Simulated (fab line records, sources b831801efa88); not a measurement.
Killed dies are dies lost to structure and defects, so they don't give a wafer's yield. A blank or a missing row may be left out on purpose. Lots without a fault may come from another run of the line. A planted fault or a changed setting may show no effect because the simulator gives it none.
Problem report in the 8D (eight disciplines) form, filled by code | flow sky130 | the parts of the form that need people (team, actions taken, sign-off) are left out

1. THE PROBLEM
oes_product_au at SKY_PAD_OPEN_ETCH_07 reads a mean of 0.851 a.u. on 6 wafers of 2 lots; wafers without a fault read 0.977 a.u. with a standard deviation of 0.0087. That is -14 standard deviations from the usual mean.
The step: etches the open film in CF4/O2, stops on AlCu, target depth 725 nm, time 161.1 s.
First seen on wafer L993.1, day 50 10:50, on rie_diel-02. The record holds 18 wafers of 6 lots with a number at this step. Rule for "out", or "out of limits": more than 4 standard deviations from the usual mean. The other wafers with a number count as sound.

2. WHAT IT IS AND WHAT IT IS NOT
question                    | is                     | is not
which readings at this step | oes_product_au         | drypump_motor_current_A
which lots                  | L993, L995             | L974, L983, L986, L996
which wafers of those lots  | all that have a number | -
read on which tools         | rie_diel-02            | rie_diel-01
when                        | from day 50 10:50      | up to then (9 sound wafers); but 3 sound wafers of L996 came after

3. SUSPECTS, AND WHAT RULES EACH OUT
Counting: a tool at a process step up to the reading stays a suspect if it ran every lot that is out and no sound lot after the first of them.
- rie_diel-02 at SKY_PAD_OPEN_ETCH_07 (etches the open film in CF4/O2, stops on AlCu, target depth 725 nm, time 161.1 s): kept. It ran every lot that is out, first L993 (day 50 10:50), and no sound lot after that; its last sound lot up to then is L986 (day 48 23:19). Its own readings are out on those wafers: oes_product_au.
Left after counting: rie_diel-02 at SKY_PAD_OPEN_ETCH_07.

4. THE CAUSE (what the simulator had put in)
Process parameter drift: rie_diel-02, from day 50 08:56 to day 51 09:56, at SKY_PAD_OPEN_ETCH_07. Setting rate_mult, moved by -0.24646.
Counting left only this tool.

5. THE CHAIN OF EFFECTS, in route order
Each row: a reading whose mean over the struck wafers that have a number lies more than 3 standard deviations from the usual. Only readings for which the record gives a usual standard deviation are gone through. hours: the time from each lot's start at the first step in this table that gives one to its start at this step, as a median over the lots. sigmas: the change in usual standard deviations.
hours | step                 | reading            | usual      | on struck wafers | change | sigmas
0     | SKY_PAD_OPEN_ETCH_07 | oes_product_au     | 0.977 a.u. | 0.851            | -0.126 | -14
0     | SKY_PAD_OPEN_ETCH_07 | throttle_valve_pct | 5.964 %    | 5.924            | -0.040 | -4.4
The process steps in it:
- SKY_PAD_OPEN_ETCH_07: etches the open film in CF4/O2, stops on AlCu, target depth 725 nm, time 161.1 s.

6. WHAT WOULD HAVE CAUGHT IT SOONER
In this record the first reading out of limits was taken at day 50 10:50, 2 hours after the fault began at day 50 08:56.
